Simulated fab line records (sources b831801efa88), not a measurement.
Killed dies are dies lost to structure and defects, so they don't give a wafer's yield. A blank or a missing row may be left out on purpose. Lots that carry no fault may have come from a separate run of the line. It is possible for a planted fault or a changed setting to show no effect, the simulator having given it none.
Check for tools in common -- flow sky130 -- Sample size 13 lots and 39 wafers

== REASON FOR OPENING ==
SKY_VT_ADJUST_PCH_TW_MEAS_10, reading VT_ADJUST_PCH_TW: flagged on 2 of 13 lots. Fault-free wafers read 144.0, with a standard deviation of 0.71.
Rule: a lot is flagged when every wafer of it that has a number lies more than 4 standard deviations from that mean, or none has a number. The rest of the lots are taken to be sound.

lot,measured,on,"VT_ADJUST_PCH_TW, wafer by wafer",flag
L752,day 10 04:37,film-metro-04,145.2 145.1 145.0,
L753,day 10 18:18,film-metro-01,143.2 144.2 144.7,
L755,day 11 08:31,film-metro-01,144.3 144.1 144.8,
L757,day 11 23:52,film-metro-01,144.6 144.2 144.0,
L758,day 12 10:35,film-metro-02,143.9 144.0 143.7,
L759,day 12 13:24,film-metro-02,143.6 143.3 144.5,
L760,day 12 18:58,film-metro-02,145.1 144.4 144.5,
L761,day 13 05:14,film-metro-01,145.6 145.6 144.3,
L764,day 14 06:20,film-metro-01,143.9 143.9 143.7,
L770,day 16 12:25,film-metro-02,129.9 129.7 130.6,FLAGGED
L771,day 16 12:46,film-metro-02,130.6 129.9 129.7,FLAGGED
L774,day 17 09:16,film-metro-01,143.8 143.6 142.9,
L775,day 17 18:28,film-metro-01,143.5 143.9 144.2,
Average over the flagged lots: 130.1; offset from the usual -13.9, equal to -20 standard deviations.

== WHICH TOOL RAN EACH LOT ==
The record keeps 1 process step preceding the reading, out of 708 steps on the route. Each cell gives the tool, then ch followed by the chambers the sampled wafers passed through, then the start.
lot,flag,SKY_VT_ADJUST_PCH_IMPLANT_08
L752,,"implanter-01 ch 0, day 10 04:23"
L753,,"implanter-03 ch 0, day 10 18:03"
L755,,"implanter-01 ch 0, day 11 08:16"
L757,,"implanter-03 ch 0, day 11 23:37"
L758,,"implanter-02 ch 0, day 12 10:22"
L759,,"implanter-03 ch 0, day 12 13:09"
L760,,"implanter-02 ch 0, day 12 18:43"
L761,,"implanter-03 ch 0, day 13 05:01"
L764,,"implanter-02 ch 0, day 14 06:05"
L770,FLAGGED,"implanter-03 ch 0, day 16 12:11"
L771,FLAGGED,"implanter-03 ch 0, day 16 12:31"
L774,,"implanter-02 ch 0, day 17 09:02"
L775,,"implanter-01 ch 0, day 17 18:14"
What these steps do:
- SKY_VT_ADJUST_PCH_IMPLANT_08
- SKY_VT_ADJUST_PCH_TW_MEAS_10

== FLAGGED OVER TOTAL, TOOL BY TOOL (the gauges that took the reading come last) ==
step,tool,lots run,flagged,share of the flagged lots,sound lots run after its first flagged lot
SKY_VT_ADJUST_PCH_IMPLANT_08,implanter-01,3,0,none,-
SKY_VT_ADJUST_PCH_IMPLANT_08,implanter-02,4,0,none,-
SKY_VT_ADJUST_PCH_IMPLANT_08,implanter-03,6,2,all,0
SKY_VT_ADJUST_PCH_TW_MEAS_10,film-metro-01,7,0,none,-
SKY_VT_ADJUST_PCH_TW_MEAS_10,film-metro-02,5,2,all,0
SKY_VT_ADJUST_PCH_TW_MEAS_10,film-metro-04,1,0,none,-

== WHAT THE TABLE ALLOWS ==
Table rows that saw every flagged lot: 2, namely implanter-03 at SKY_VT_ADJUST_PCH_IMPLANT_08 and film-metro-02 at SKY_VT_ADJUST_PCH_TW_MEAS_10.
- implanter-03 at SKY_VT_ADJUST_PCH_IMPLANT_08: 2 of its 6 lots flagged. Its last sound lot is L761 (day 13 05:01), its first flagged lot L770 (day 16 12:11): a fault that began between those two fits. Its own readings (dose-ions-cm2, faraday-current-uA) fall more than 4 standard deviations out on all wafers of the flagged lots.
- film-metro-02 at SKY_VT_ADJUST_PCH_TW_MEAS_10: 2 of its 5 lots flagged. Its last sound lot is L760 (day 12 18:58), its first flagged lot L770 (day 16 12:25): a fault that began between those two fits.
Because each of these 2 tools fits a fault that began at some hour, counting lots does not separate them. More lots, or a look at what each step does to the wafer, might.

== WHAT HAD BEEN PUT IN BY THE SIMULATOR ==
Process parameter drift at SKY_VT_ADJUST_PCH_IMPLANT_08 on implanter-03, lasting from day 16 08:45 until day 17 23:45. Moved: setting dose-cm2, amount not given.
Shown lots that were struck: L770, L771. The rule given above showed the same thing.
